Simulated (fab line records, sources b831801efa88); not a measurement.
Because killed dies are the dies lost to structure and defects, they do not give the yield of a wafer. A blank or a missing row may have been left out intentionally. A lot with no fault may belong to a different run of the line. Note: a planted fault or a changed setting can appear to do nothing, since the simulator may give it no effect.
fab line records	flow sky130
record lots=24	wafers=72	lastDay=50
route steps=708 shown VIA1@471 METAL2@501 VIA3@589 CAP2M@603 METAL5@675
lots that met no fault: taken from a fault-free run of the same line
startH: start of the lot's first displayed wafer, in hours after the record's first day	waitH: hours since the lot's step before	" the same as in the row above	L1.1+2: a row that stands for several wafers	- no value present, or no start provided	* or withheld: withheld	< > ~ a bound
route shown NAME@n: names a module that has steps shown in the file, with the first one's number in the route	usual: the fault-free wafers' mean and standard deviation	same: alike in all rows	chamber/n: place in a boat	sites: the reading at each site	_std_site: standard deviation across them	_edge_site: outer sites' mean less inner sites'	radiusMm: how far each site lies from the wafer's centre	mask NAME#n: copy n	behind: tool/chamber where the wafer was last shaped	hold: why the lot was held/for how many hours/how that ended	device: names the non-switching transistor (n, p or np)	end of line: the route-end tests of the same wafers	for a step that has no rows: nothing shown but its recipe	killed: dies that structure and defects cost at the first sort, which is not the same as the wafer's yield	map: dies across one wafer; x = killed, . = not, _ = none there
set.NAME: the setting the step ran with; set.NAME@STEP: the setting that earlier step ran with	model.NAME: the simulator's own value behind a step, which no gauge read
route steps across a sampled set of lots; one table per step, one row per wafer
services: when a tool's chamber went out of use (startH, in hours from the record's first day, below 0 if earlier), for how many hours, and the reason
## steps
# step SKY_VIA1_OVL_MEAS_13
# usual VIA1_OVL=-5/5.6
lot.wafer	tool	chamber	startH	waitH	VIA1_OVL[nm]
L074.1	overlay-02	-	798.76	0.1	-1
L074.4	"	-	"	"	-5
L074.6	"	-	"	"	-5
L075.1	overlay-02	-	807.31	0.1	-13
L075.3	"	-	"	"	-4
L075.5	"	-	"	"	-5
L076.3	overlay-01	-	813.60	0.1	0
L076.4	"	-	"	"	-1
L076.6	"	-	"	"	-7
L077.1	overlay-02	-	815.18	0.1	-7
L077.5	"	-	"	"	-13
L077.6	"	-	"	"	-8
L078.2	overlay-01	-	824.76	0.1	-10
L078.3	"	-	"	"	-12
L078.6	"	-	"	"	-16
L079.3	overlay-02	-	832.17	0.1	-2
L079.4	"	-	"	"	-1
L079.5	"	-	"	"	0
L080.3	overlay-01	-	841.15	0.1	-7
L080.5	"	-	"	"	-12
L080.6	"	-	"	"	-14
L081.2	overlay-01	-	852.75	0.1	-6
L081.5	"	-	"	"	-8
L081.6	"	-	"	"	-3
L082.2	overlay-01	-	858.47	0.1	-14
L082.4	"	-	"	"	-9
L082.6	"	-	"	"	-11
L083.1	overlay-01	-	859.88	0.1	1
L083.4	"	-	"	"	1
L083.6	"	-	"	"	-2
L084.1	overlay-01	-	870.01	0.1	3
L084.2	"	-	"	"	-6
L084.3	"	-	"	"	0
L085.1	overlay-01	-	872.86	0.1	-4
L085.2	"	-	"	"	-10
L085.6	"	-	"	"	-13
L086.2	overlay-02	-	887.35	0.1	-4
L086.4	"	-	"	"	-7
L086.6	"	-	"	"	-7
L087.2	overlay-02	-	888.47	0.1	-3
L087.5	"	-	"	"	-8
L087.6	"	-	"	"	0
L088.1	overlay-02	-	896.14	0.1	-4
L088.2	"	-	"	"	-5
L088.3	"	-	"	"	-4
L089.4	overlay-01	-	908.73	0.1	-11
L089.5	"	-	"	"	-3
L089.6	"	-	"	"	-3
L090.3	overlay-02	-	916.57	0.1	-7
L090.5	"	-	"	"	-7
L090.6	"	-	"	"	-5
L091.1	overlay-02	-	918.61	0.1	-5
L091.2	"	-	"	"	-16
L091.3	"	-	"	"	6
L092.1	overlay-02	-	919.96	0.1	3
L092.2	"	-	"	"	3
L092.6	"	-	"	"	6
L093.1	overlay-01	-	936.24	0.1	-11
L093.2	"	-	"	"	-14
L093.6	"	-	"	"	-8
L094.1	overlay-02	-	940.11	0.1	-7
L094.2	"	-	"	"	-2
L094.5	"	-	"	"	-6
L095.1	overlay-02	-	943.59	0.1	-5
L095.2	"	-	"	"	1
L095.5	"	-	"	"	1
L096.3	overlay-01	-	952.32	0.1	3
L096.4	"	-	"	"	0
L096.6	"	-	"	"	-7
L097.1	overlay-02	-	957.29	0.1	-4
L097.3	"	-	"	"	-5
L097.5	"	-	"	"	4
# step SKY_METAL2_ETCH_18
# recipe chemistry=N2/H2	target=BARC	ionEnergyEv=200	biasW=100	pressureMtorr=30	n2FlowSccm=100	h2FlowSccm=200	icpW=500	stopOn=SiO2	timeS=45.9	targetDepthA=600
# usual drypumpMotorCurrentA=5.8/0.49	oesProductAu=0.854/0.0047	throttleValvePct=13.225/0.01
lot.wafer	tool	chamber	startH	waitH	drypumpMotorCurrentA	oesProductAu	rfHoursCounterH	throttleValvePct
L074.1	rieMetal-01	0	826.56	0.0	5.8	0.856	8	13.219
L074.4	"	1	"	"	6.4	0.854	-	13.217
L074.6	"	0	"	"	5.8	0.853	-	13.235
L075.1	rieMetal-04	0	835.83	0.0	6.5	0.859	6	13.223
L075.3	"	0	"	"	6.4	0.849	-	13.241
L075.5	"	1	"	"	5.3	0.858	-	13.214
L076.3	rieMetal-03	0	841.88	0.0	5.2	0.855	-	13.228
L076.4	"	1	"	"	5.9	0.857	-	13.221
L076.6	"	1	"	"	5.9	0.855	-	13.229
L077.1	rieMetal-01	1	843.18	0.0	6.4	0.857	6	13.247
L077.5	"	0	"	"	5.8	0.855	-	13.237
L077.6	"	1	"	"	6.4	0.850	-	13.241
L078.2	rieMetal-04	0	852.58	0.0	6.5	0.856	6	13.233
L078.3	"	1	"	"	5.3	0.855	-	13.240
L078.6	"	1	"	"	5.3	0.854	-	13.215
L079.3	rieMetal-03	1	859.90	0.1	6.0	0.857	-	13.234
L079.4	"	1	"	"	5.9	0.856	-	13.222
L079.5	"	1	"	"	6.0	0.852	-	13.224
L080.3	rieMetal-03	1	868.38	0.1	5.9	0.854	-	13.211
L080.5	"	1	"	"	5.9	0.854	-	13.223
L080.6	"	1	"	"	5.9	0.855	-	13.214
L081.2	rieMetal-04	0	880.58	0.0	6.5	0.854	7	13.234
L081.5	"	1	"	"	5.3	0.852	-	13.228
L081.6	"	0	"	"	6.5	0.858	-	13.229
L082.2	rieMetal-01	1	886.13	0.0	6.4	0.851	8	13.217
L082.4	"	0	"	"	5.9	0.852	-	13.222
L082.6	"	0	"	"	5.9	0.853	-	13.217
L083.1	rieMetal-04	0	887.88	0.0	6.5	0.850	7	13.244
L083.4	"	1	"	"	5.3	0.848	-	13.211
L083.6	"	1	"	"	5.3	0.848	-	13.232
L084.1	rieMetal-03	0	897.08	0.0	5.2	0.857	1	13.232
L084.2	"	1	"	"	6.0	0.844	17	13.226
L084.3	"	0	"	"	5.2	0.860	-	13.228
L085.1	rieMetal-01	0	899.96	0.0	5.9	0.858	11	13.222
L085.2	"	1	"	"	6.4	0.858	9	13.224
L085.6	"	1	"	"	6.4	0.851	-	13.218
L086.2	rieMetal-01	1	914.21	0.0	6.4	0.852	9	13.240
L086.4	"	1	"	"	6.4	0.860	-	13.228
L086.6	"	0	"	"	5.8	0.860	-	13.233
L087.2	rieMetal-03	1	915.36	0.0	5.9	0.854	17	13.235
L087.5	"	0	"	"	5.2	0.863	-	13.206
L087.6	"	1	"	"	6.0	0.862	-	13.229
L088.1	rieMetal-04	0	922.58	0.0	6.5	0.864	10	13.235
L088.2	"	1	"	"	5.3	0.851	6	13.224
L088.3	"	0	"	"	6.5	0.852	-	13.240
L089.4	rieMetal-04	1	935.08	0.0	5.3	0.859	-	13.233
L089.5	"	0	"	"	6.5	0.852	-	13.215
L089.6	"	1	"	"	5.3	0.853	-	13.226
L090.3	rieMetal-03	0	943.33	0.0	5.2	0.859	-	13.219
L090.5	"	0	"	"	5.2	0.848	-	13.218
L090.6	"	1	"	"	6.0	0.854	-	13.235
L091.1	rieMetal-04	0	944.53	0.0	6.5	0.844	10	13.234
L091.2	"	1	"	"	5.3	0.857	7	13.218
L091.3	"	1	"	"	5.3	0.853	-	13.223
L092.1	rieMetal-03	0	945.91	0.0	5.2	0.861	3	13.237
L092.2	"	1	"	"	6.0	0.857	19	13.245
L092.6	"	0	"	"	5.2	0.853	-	13.227
L093.1	rieMetal-03	0	962.89	0.1	5.2	0.854	4	13.222
L093.2	"	0	"	"	5.2	0.850	-	13.226
L093.6	"	0	"	"	5.2	0.853	-	13.229
L094.1	rieMetal-04	0	966.33	0.0	6.4	0.849	11	13.240
L094.2	"	1	"	"	5.3	0.858	8	13.227
L094.5	"	1	"	"	5.3	0.853	-	13.241
L095.1	rieMetal-01	0	969.46	0.0	5.8	0.853	15	13.223
L095.2	"	1	"	"	6.4	0.860	12	13.220
L095.5	"	1	"	"	6.4	0.855	-	13.210
L096.3	rieMetal-04	1	978.13	0.0	5.3	0.858	-	13.231
L096.4	"	0	"	"	6.5	0.858	-	13.223
L096.6	"	1	"	"	5.3	0.849	-	13.218
L097.1	rieMetal-03	0	982.81	0.0	5.2	0.853	6	13.217
L097.3	"	1	"	"	5.9	0.872	-	13.227
L097.5	"	1	"	"	5.9	0.861	-	13.225
# step SKY_VIA3_STRIP_16
# recipe chemistry=O2/N2	powerW=1400	pressureMtorr=1500	platenTempC=withheld	o2FlowSccm=3000	n2FlowSccm=300	overashFraction=0.5
# usual drypumpMotorCurrentA=5.8/0.31	oesProductAu=0.402/0.0049	stripTimeToEndpointS=4.125/0.024
lot.wafer	tool	chamber	startH	waitH	drypumpMotorCurrentA	oesProductAu	rfHoursCounterH	stripTimeToEndpointS
L074.1	plasmaAsher-02	0	934.20	0.0	5.8	0.399	18	4.131
L074.4	"	0	"	"	5.7	0.402	-	4.124
L074.6	"	1	"	"	5.3	0.403	-	4.117
L075.1	plasmaAsher-01	1	943.45	0.0	6.0	0.402	52	4.078
L075.3	"	1	"	"	6.0	0.398	-	4.075
L075.5	"	0	"	"	5.4	0.396	-	4.071
L076.3	plasmaAsher-03	0	947.51	0.1	5.9	0.401	-	4.113
L076.4	"	1	"	"	6.2	0.398	-	4.091
L076.6	"	0	"	"	6.0	0.391	-	4.072
L077.1	plasmaAsher-03	1	949.73	0.0	6.2	0.399	112	4.100
L077.5	"	1	"	"	6.2	0.400	-	4.118
L077.6	"	0	"	"	6.0	0.403	-	4.121
L078.2	plasmaAsher-01	0	957.78	0.0	5.5	0.402	54	4.086
L078.3	"	1	"	"	6.0	0.411	-	4.140
L078.6	"	1	"	"	6.0	0.406	-	4.089
L079.3	plasmaAsher-02	1	965.26	0.1	5.3	0.407	-	4.118
L079.4	"	0	"	"	5.8	0.407	-	4.094
L079.5	"	1	"	"	5.3	0.394	-	4.120
L080.3	plasmaAsher-01	1	973.33	0.1	6.0	0.398	-	4.095
L080.5	"	0	"	"	5.4	0.401	-	4.113
L080.6	"	1	"	"	6.0	0.408	-	4.099
L081.2	plasmaAsher-01	1	984.75	0.0	6.0	0.404	56	4.132
L081.5	"	1	"	"	6.0	0.397	-	4.135
L081.6	"	0	"	"	5.4	0.411	-	4.127
L082.2	plasmaAsher-01	0	990.28	0.0	5.4	0.408	57	4.148
L082.4	"	0	"	"	5.5	0.397	-	4.158
L082.6	"	0	"	"	5.4	0.401	-	4.174
L083.1	plasmaAsher-02	1	991.50	0.0	5.3	0.404	24	4.146
L083.4	"	1	"	"	5.3	0.406	-	4.144
L083.6	"	1	"	"	5.3	0.400	-	4.148
L084.1	plasmaAsher-03	0	1001.28	0.0	6.0	0.407	118	4.121
L084.2	"	1	"	"	6.2	0.402	118	4.128
L084.3	"	0	"	"	6.0	0.397	-	4.138
L085.1	plasmaAsher-03	1	1002.43	0.0	6.2	0.408	118	4.092
L085.2	"	0	"	"	6.0	0.404	118	4.079
L085.6	"	0	"	"	5.9	0.402	-	4.108
L086.2	plasmaAsher-03	1	1015.73	0.0	6.2	0.397	119	4.111
L086.4	"	1	"	"	6.2	0.399	-	4.094
L086.6	"	1	"	"	6.2	0.394	-	4.094
L087.2	plasmaAsher-01	1	1016.85	0.0	6.0	0.397	59	4.144
L087.5	"	0	"	"	5.4	0.402	-	4.138
L087.6	"	1	"	"	6.0	0.402	-	4.169
L088.1	plasmaAsher-02	0	1023.90	0.0	5.8	0.397	27	4.112
L088.2	"	1	"	"	5.3	0.398	27	4.138
L088.3	"	0	"	"	5.8	0.404	-	4.101
L089.4	plasmaAsher-02	0	1035.67	0.1	5.8	0.408	-	4.134
L089.5	"	0	"	"	5.8	0.407	-	4.120
L089.6	"	1	"	"	5.3	0.403	-	4.129
L090.3	plasmaAsher-03	1	1041.57	0.1	6.2	0.402	-	4.136
L090.5	"	0	"	"	6.0	0.401	-	4.150
L090.6	"	1	"	"	6.2	0.402	-	4.155
L091.1	plasmaAsher-03	1	1044.48	0.0	6.2	0.409	122	4.139
L091.2	"	0	"	"	6.0	0.403	122	4.128
L091.3	"	1	"	"	6.2	0.405	-	4.125
L092.1	plasmaAsher-02	0	1044.83	0.0	5.8	0.398	29	4.142
L092.2	"	1	"	"	5.3	0.402	29	4.143
L092.6	"	0	"	"	5.8	0.404	-	4.148
L093.1	plasmaAsher-02	1	1059.93	0.0	5.3	0.397	31	4.161
L093.2	"	0	"	"	5.7	0.406	31	4.158
L093.6	"	1	"	"	5.3	0.406	-	4.180
L094.1	plasmaAsher-01	0	1064.43	0.0	5.4	0.399	64	4.106
L094.2	"	1	"	"	6.0	0.411	64	4.151
L094.5	"	0	"	"	5.4	0.411	-	4.182
L095.1	plasmaAsher-02	1	1067.60	0.0	5.4	0.403	32	4.073
L095.2	"	0	"	"	5.8	0.404	32	4.127
L095.5	"	1	"	"	5.4	0.403	-	4.148
L096.3	plasmaAsher-03	1	1073.13	0.1	6.2	0.399	-	4.153
L096.4	"	0	"	"	6.0	0.406	-	4.142
L096.6	"	0	"	"	6.0	0.398	-	4.096
L097.1	plasmaAsher-03	0	1078.28	0.0	6.0	0.399	1	4.129
L097.3	"	1	"	"	6.2	0.396	-	4.121
L097.5	"	1	"	"	6.2	0.395	-	4.095
# step SKY_CAP2M_CVD_00
# recipe material=SiO2	targetThkNm=15.5	tempC=400	timeS=withheld	rfW=450
# usual heaterPowerW=750/100
lot.wafer	tool	chamber	startH	waitH	heaterPowerW
L074.1	pecvd-03	0	935.70	0.0	843
L074.4	"	1	"	"	925
L074.6	"	0	"	"	860
L075.1	pecvd-03	0	944.87	0.0	879
L075.3	"	1	"	"	881
L075.5	"	1	"	"	909
L076.3	pecvd-04	1	948.90	0.0	738
L076.4	"	0	"	"	673
L076.6	"	1	"	"	736
L077.1	pecvd-03	0	951.17	0.0	756
L077.5	"	0	"	"	766
L077.6	"	1	"	"	865
L078.2	pecvd-02	2	959.19	0.0	656
L078.3	"	1	"	"	730
L078.6	"	1	"	"	724
L079.3	pecvd-03	1	966.73	0.0	870
L079.4	"	0	"	"	863
L079.5	"	2	"	"	528
L080.3	pecvd-03	0	975.14	0.0	835
L080.5	"	0	"	"	816
L080.6	"	2	"	"	680
L081.2	pecvd-03	2	986.43	0.0	570
L081.5	"	2	"	"	582
L081.6	"	1	"	"	887
L082.2	pecvd-03	0	991.71	0.0	806
L082.4	"	1	"	"	772
L082.6	"	2	"	"	554
L083.1	pecvd-04	2	992.95	0.0	865
L083.4	"	1	"	"	757
L083.6	"	2	"	"	871
L084.1	pecvd-04	0	1002.69	0.0	780
L084.2	"	2	"	"	856
L084.3	"	1	"	"	710
L085.1	pecvd-03	0	1003.84	0.0	901
L085.2	"	1	"	"	876
L085.6	"	0	"	"	896
L086.2	pecvd-02	1	1017.14	0.0	616
L086.4	"	2	"	"	678
L086.6	"	0	"	"	715
L087.2	pecvd-04	0	1018.27	0.0	674
L087.5	"	1	"	"	725
L087.6	"	0	"	"	670
L088.1	pecvd-02	0	1025.31	0.0	683
L088.2	"	2	"	"	676
L088.3	"	1	"	"	664
L089.4	pecvd-03	1	1037.33	0.0	887
L089.5	"	0	"	"	874
L089.6	"	2	"	"	561
L090.3	pecvd-03	0	1043.12	0.0	861
L090.5	"	0	"	"	882
L090.6	"	2	"	"	605
L091.1	pecvd-03	0	1045.99	0.0	903
L091.2	"	2	"	"	579
L091.3	"	1	"	"	810
L092.1	pecvd-02	0	1046.25	0.0	673
L092.2	"	2	"	"	666
L092.6	"	1	"	"	650
L093.1	pecvd-04	2	1061.34	0.0	860
L093.2	"	1	"	"	768
L093.6	"	2	"	"	863
L094.1	pecvd-04	2	1065.85	0.0	804
L094.2	"	1	"	"	705
L094.5	"	1	"	"	716
L095.1	pecvd-03	2	1069.01	0.0	669
L095.2	"	0	"	"	773
L095.5	"	1	"	"	885
L096.3	pecvd-02	2	1074.54	0.0	758
L096.4	"	2	"	"	766
L096.6	"	0	"	"	698
L097.1	pecvd-03	1	1079.73	0.0	935
L097.3	"	2	"	"	648
L097.5	"	2	"	"	657
# step SKY_CAP2M_STRIP_14
# recipe chemistry=O2/N2	powerW=1400	pressureMtorr=1500	platenTempC=withheld	o2FlowSccm=3000	n2FlowSccm=300	overashFraction=0.5
# usual drypumpMotorCurrentA=5.68/0.23	oesProductAu=0.710/0.0047	stripTimeToEndpointS=12.64/0.047
lot.wafer	tool	chamber	startH	waitH	drypumpMotorCurrentA	oesProductAu	rfHoursCounterH	stripTimeToEndpointS
L074.1	plasmaAsher-01	1	960.19	0.1	6.02	0.702	54	12.62
L074.4	"	1	"	"	6.02	0.710	-	12.64
L074.6	"	0	"	"	5.41	0.706	-	12.63
L075.1	plasmaAsher-04	0	969.00	0.1	5.67	0.713	83	12.59
L075.3	"	0	"	"	5.69	0.707	-	12.63
L075.5	"	0	"	"	5.66	0.713	-	12.59
L076.3	plasmaAsher-02	0	973.55	0.1	5.75	0.708	-	12.58
L076.4	"	1	"	"	5.34	0.714	-	12.61
L076.6	"	1	"	"	5.37	0.703	-	12.59
L077.1	plasmaAsher-02	1	975.20	0.1	5.31	0.709	23	12.65
L077.5	"	0	"	"	5.79	0.712	-	12.61
L077.6	"	1	"	"	5.34	0.706	-	12.58
L078.2	plasmaAsher-04	1	982.95	0.1	5.86	0.704	84	12.64
L078.3	"	0	"	"	5.67	0.705	-	12.63
L078.6	"	0	"	"	5.69	0.713	-	12.66
L079.3	plasmaAsher-02	0	989.74	0.1	5.75	0.715	-	12.69
L079.4	"	1	"	"	5.31	0.705	-	12.64
L079.5	"	0	"	"	5.73	0.713	-	12.71
L080.3	plasmaAsher-04	1	998.94	0.1	5.87	0.713	-	12.60
L080.5	"	0	"	"	5.70	0.707	-	12.66
L080.6	"	1	"	"	5.87	0.710	-	12.65
L081.2	plasmaAsher-02	0	1009.90	0.1	5.75	0.713	26	12.68
L081.5	"	1	"	"	5.34	0.719	-	12.71
L081.6	"	0	"	"	5.75	0.710	-	12.67
L082.2	plasmaAsher-01	1	1014.84	0.1	6.00	0.709	59	12.69
L082.4	"	0	"	"	5.43	0.717	-	12.77
L082.6	"	1	"	"	6.01	0.717	-	12.70
L083.1	plasmaAsher-02	1	1016.05	0.1	5.34	0.713	26	12.66
L083.4	"	1	"	"	5.34	0.708	-	12.59
L083.6	"	1	"	"	5.34	0.712	-	12.61
L084.1	plasmaAsher-04	1	1025.79	0.1	5.85	0.707	88	12.62
L084.2	"	0	"	"	5.70	0.712	88	12.62
L084.3	"	0	"	"	5.70	0.716	-	12.60
L085.1	plasmaAsher-01	0	1026.80	0.1	5.44	0.704	60	12.58
L085.2	"	1	"	"	6.02	0.714	60	12.67
L085.6	"	0	"	"	5.42	0.709	-	12.62
L086.2	plasmaAsher-01	0	1040.60	0.1	5.41	0.709	61	12.59
L086.4	"	0	"	"	5.46	0.709	-	12.56
L086.6	"	1	"	"	6.03	0.712	-	12.65
L087.2	plasmaAsher-02	1	1041.25	0.1	5.33	0.709	29	12.59
L087.5	"	0	"	"	5.76	0.714	-	12.62
L087.6	"	1	"	"	5.34	0.707	-	12.52
L088.1	plasmaAsher-02	0	1047.35	0.1	5.75	0.708	30	12.73
L088.2	"	1	"	"	5.36	0.711	30	12.63
L088.3	"	0	"	"	5.73	0.708	-	12.63
L089.4	plasmaAsher-04	1	1058.94	0.1	5.87	0.712	-	12.59
L089.5	"	0	"	"	5.71	0.704	-	12.62
L089.6	"	1	"	"	5.87	0.719	-	12.72
L090.3	plasmaAsher-04	0	1064.54	0.1	5.66	0.707	-	12.63
L090.5	"	1	"	"	5.84	0.706	-	12.66
L090.6	"	0	"	"	5.65	0.713	-	12.64
L091.1	plasmaAsher-04	0	1068.10	0.1	5.69	0.704	92	12.73
L091.2	"	1	"	"	5.86	0.708	92	12.65
L091.3	"	0	"	"	5.67	0.711	-	12.75
L092.1	plasmaAsher-01	1	1068.40	0.1	5.99	0.708	64	12.56
L092.2	"	0	"	"	5.44	0.706	64	12.67
L092.6	"	0	"	"	5.44	0.711	-	12.67
L093.1	plasmaAsher-01	0	1082.09	0.1	5.44	0.708	66	12.64
L093.2	"	1	"	"	5.98	0.710	66	12.73
L093.6	"	0	"	"	5.42	0.710	-	12.61
L094.1	plasmaAsher-04	1	1087.39	0.1	5.86	0.720	94	12.66
L094.2	"	0	"	"	5.67	0.710	94	12.50
L094.5	"	0	"	"	5.68	0.712	-	12.62
L095.1	plasmaAsher-01	1	1090.54	0.1	6.00	0.704	66	12.65
L095.2	"	0	"	"	5.41	0.701	66	12.58
L095.5	"	0	"	"	5.40	0.714	-	12.65
L096.3	plasmaAsher-01	0	1095.89	0.1	5.44	0.706	-	12.65
L096.4	"	1	"	"	5.99	0.711	-	12.64
L096.6	"	1	"	"	5.99	0.705	-	12.64
L097.1	plasmaAsher-02	1	1099.85	0.1	5.35	0.714	36	12.62
L097.3	"	1	"	"	5.36	0.709	-	12.62
L097.5	"	0	"	"	5.77	0.708	-	12.68
# step SKY_METAL5_DESCUM_14
# recipe chemistry=O2	sourcePowerW=150	biasPowerW=0	pressureMtorr=10	tempC=40	timeS=11
# usual drypumpMotorCurrentA=5.7/0.6	oesProductAu=0.999/0.011
lot.wafer	tool	chamber	startH	waitH	drypumpMotorCurrentA	oesProductAu	rfHoursCounterH
L074.1	rieMetal-02	1	1033.72	0.1	4.7	1.003	13
L074.4	"	0	"	"	5.9	0.986	-
L074.6	"	0	"	"	5.8	0.983	-
L075.1	rieMetal-04	1	1042.92	0.1	5.3	0.989	12
L075.3	"	0	"	"	6.4	1.017	-
L075.5	"	1	"	"	5.2	0.992	-
L076.3	rieMetal-01	1	1045.95	0.1	6.4	0.995	-
L076.4	"	0	"	"	5.8	0.989	-
L076.6	"	0	"	"	5.8	0.972	-
L077.1	rieMetal-01	1	1047.87	0.1	6.4	1.002	17
L077.5	"	0	"	"	5.8	1.004	-
L077.6	"	1	"	"	6.4	0.997	-
L078.2	rieMetal-02	1	1054.14	0.1	4.7	1.001	-
L078.3	"	1	"	"	4.7	0.996	-
L078.6	"	1	"	"	4.7	1.000	-
L079.3	rieMetal-04	0	1061.24	0.1	6.4	1.001	-
L079.4	"	1	"	"	5.3	0.989	-
L079.5	"	1	"	"	5.3	0.992	-
L080.3	rieMetal-01	0	1069.34	0.1	5.8	0.989	-
L080.5	"	0	"	"	5.8	0.987	-
L080.6	"	1	"	"	6.4	0.991	-
L081.2	rieMetal-02	1	1079.67	0.1	4.7	1.017	16
L081.5	"	1	"	"	4.7	1.012	-
L081.6	"	0	"	"	5.9	0.996	-
L082.2	rieMetal-02	0	1083.87	0.1	5.9	0.989	15
L082.4	"	1	"	"	4.7	1.017	-
L082.6	"	0	"	"	5.9	0.995	-
L083.1	rieMetal-04	1	1085.82	0.1	5.3	0.998	15
L083.4	"	1	"	"	5.3	0.996	-
L083.6	"	1	"	"	5.3	0.983	-
L084.1	rieMetal-04	0	1093.32	0.1	6.5	1.019	19
L084.2	"	1	"	"	5.3	0.998	16
L084.3	"	1	"	"	5.3	0.991	-
L085.1	rieMetal-04	1	1095.22	0.1	5.3	0.985	16
L085.2	"	0	"	"	6.5	1.017	19
L085.6	"	0	"	"	6.5	1.013	-
L086.2	rieMetal-02	1	1107.22	0.1	4.7	1.018	18
L086.4	"	1	"	"	4.7	1.006	-
L086.6	"	0	"	"	5.9	0.996	-
L087.2	rieMetal-01	1	1109.12	0.1	6.4	0.999	22
L087.5	"	1	"	"	6.4	1.005	-
L087.6	"	0	"	"	5.8	0.993	-
L088.1	rieMetal-01	0	1112.54	0.1	5.8	0.976	24
L088.2	"	0	"	"	5.8	0.991	-
L088.3	"	0	"	"	5.8	0.983	-
L089.4	rieMetal-01	1	1123.34	0.1	6.4	1.000	-
L089.5	"	0	"	"	5.9	0.992	-
L089.6	"	1	"	"	6.4	0.987	-
L090.3	rieMetal-02	1	1129.34	0.1	4.7	1.007	-
L090.5	"	1	"	"	4.7	1.009	-
L090.6	"	0	"	"	5.9	0.985	-
L091.1	rieMetal-01	1	1131.77	0.1	6.4	0.993	23
L091.2	"	0	"	"	5.8	0.979	27
L091.3	"	0	"	"	5.8	0.984	-
L092.1	rieMetal-04	0	1133.44	0.1	6.4	1.014	22
L092.2	"	1	"	"	5.3	0.996	19
L092.6	"	0	"	"	6.4	1.020	-
L093.1	rieMetal-02	0	1144.63	0.1	5.9	0.991	20
L093.2	"	0	"	"	5.9	0.986	-
L093.6	"	0	"	"	5.9	0.998	-
L094.1	rieMetal-01	0	1149.82	0.1	5.8	0.992	29
L094.2	"	1	"	"	6.4	0.996	25
L094.5	"	1	"	"	6.4	1.002	-
L095.1	rieMetal-04	1	1151.89	0.1	5.3	0.978	20
L095.2	"	0	"	"	6.5	1.018	24
L095.5	"	1	"	"	5.3	0.987	-
L096.3	rieMetal-04	0	1156.84	0.1	6.5	1.029	-
L096.4	"	1	"	"	5.3	0.998	-
L096.6	"	0	"	"	6.5	1.023	-
L097.1	rieMetal-02	0	1159.13	0.1	5.8	1.002	21
L097.3	"	1	"	"	4.7	0.999	-
L097.5	"	0	"	"	5.9	0.995	-
## services
tool	chamber	startH	hours	kind
pecvd-03	-	805.65	6.0	pm
rieMetal-03	-	811.11	0.1	repair
rieMetal-02	-	822.71	0.6	repair
rieMetal-04	1	824.30	3.1	repair
pecvd-04	1	824.64	8.5	repair
rieMetal-03	-	893.04	2.8	pm
rieMetal-04	1	900.10	15.6	repair
rieMetal-02	-	902.56	4.7	repair
pecvd-04	2	930.14	9.1	repair
pecvd-04	-	933.86	5.5	pm
pecvd-03	-	941.60	0.3	repair
plasmaAsher-01	-	1006.28	4.5	repair
plasmaAsher-04	-	1010.13	7.4	repair
pecvd-03	-	1018.66	2.8	pm
plasmaAsher-04	-	1047.07	5.6	repair
rieMetal-02	0	1053.35	1.3	repair
plasmaAsher-02	-	1053.40	0.8	repair
plasmaAsher-03	-	1055.27	9.0	pm
plasmaAsher-03	-	1071.02	1.8	repair
rieMetal-02	-	1102.74	0.3	repair
rieMetal-01	1	1109.82	10.1	repair
plasmaAsher-02	-	1128.21	3.4	repair
rieMetal-04	-	1141.44	0.9	repair
rieMetal-02	1	1142.87	9.1	repair
## key
fault none
